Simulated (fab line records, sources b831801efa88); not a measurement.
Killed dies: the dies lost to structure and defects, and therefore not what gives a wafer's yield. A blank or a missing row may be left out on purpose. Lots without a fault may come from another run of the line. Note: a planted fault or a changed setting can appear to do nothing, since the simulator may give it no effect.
Which tool is to blame? | flow sky130 | 18 wafers from 6 lots sampled at 3 of the route's 708 steps

## WHAT THE GAUGES SHOWED, per wafer
SKY_VT_ADJUST_HVTP_CD_MEAS_07: the cd target is 380 nm.
lot  | measured     | on        | cd_nm (nm)
L130 | day 6 19:38  | cd_sem-02 | 381.5 383.4 382.5
L132 | day 7 06:23  | cd_sem-02 | 377.1 375.9 377.6
L135 | day 8 05:56  | cd_sem-02 | 374.2 375.9 377.0
L139 | day 9 04:26  | cd_sem-02 | 376.9 377.3 379.7
L141 | day 10 00:04 | cd_sem-02 | 62.5 64.3 65.7 62.8 64.7 66.3
L145 | day 10 17:47 | cd_sem-02 | 65.1 68.6 65.0 65.5 69.2 64.9

## WHICH TOOL RAN EACH LOT (tool, then ch and the chambers of the sampled wafers, then the start)
lot  | SKY_NWELL_STRIP_14                  | SKY_VT_ADJUST_HVTP_DEVELOP_06
L130 | plasma_asher-02 ch 0,1, day 5 05:43 | litho_track-02 ch 0, day 6 19:30
L132 | plasma_asher-02 ch 0, day 5 15:58   | litho_track-03 ch 0, day 7 06:14
L135 | plasma_asher-02 ch 0,1, day 6 14:36 | litho_track-04 ch 0, day 8 05:47
L139 | plasma_asher-03 ch 0,1, day 7 10:52 | litho_track-02 ch 0, day 9 04:18
L141 | plasma_asher-01 ch 0,1, day 8 04:02 | litho_track-03 ch 0, day 9 23:56
L145 | plasma_asher-02 ch 0,1, day 8 20:19 | litho_track-03 ch 0, day 10 17:38
- SKY_NWELL_STRIP_14: strips in O2/N2.
- SKY_VT_ADJUST_HVTP_DEVELOP_06: develop time 60 s.

## THE ANSWER, worked out from the rows above alone
Rule: the usual values come from the lots themselves. The widest of any qualifying gaps counts: lots, ordered by their means at a reading, are off when they make up no more than a third of the lots, leave a main group of 4 or more, and stand apart from it by 3 or more times the standard deviation of that group's means. Not used: any main group whose means are identical at the precision the tables above print for the reading. A lot without any number at a reading at which 4 lots or more have one is off too. Where the step has rows for the other lots, those lots are counted as sound.
Off: L141, L145, at SKY_VT_ADJUST_HVTP_CD_MEAS_07 (cd_nm). Main group: mean 378.2 nm, sd 2.6.
A tool fits if, at a process step before that reading, it ran every lot that is off, and no sound lot after the first of them. The gauges at SKY_VT_ADJUST_HVTP_CD_MEAS_07 are tried like those tools. 2 tools fit, litho_track-03 at SKY_VT_ADJUST_HVTP_DEVELOP_06 and cd_sem-02 at SKY_VT_ADJUST_HVTP_CD_MEAS_07, so this cannot tell which one it is.

## WHAT HAD BEEN PUT IN BY THE SIMULATOR
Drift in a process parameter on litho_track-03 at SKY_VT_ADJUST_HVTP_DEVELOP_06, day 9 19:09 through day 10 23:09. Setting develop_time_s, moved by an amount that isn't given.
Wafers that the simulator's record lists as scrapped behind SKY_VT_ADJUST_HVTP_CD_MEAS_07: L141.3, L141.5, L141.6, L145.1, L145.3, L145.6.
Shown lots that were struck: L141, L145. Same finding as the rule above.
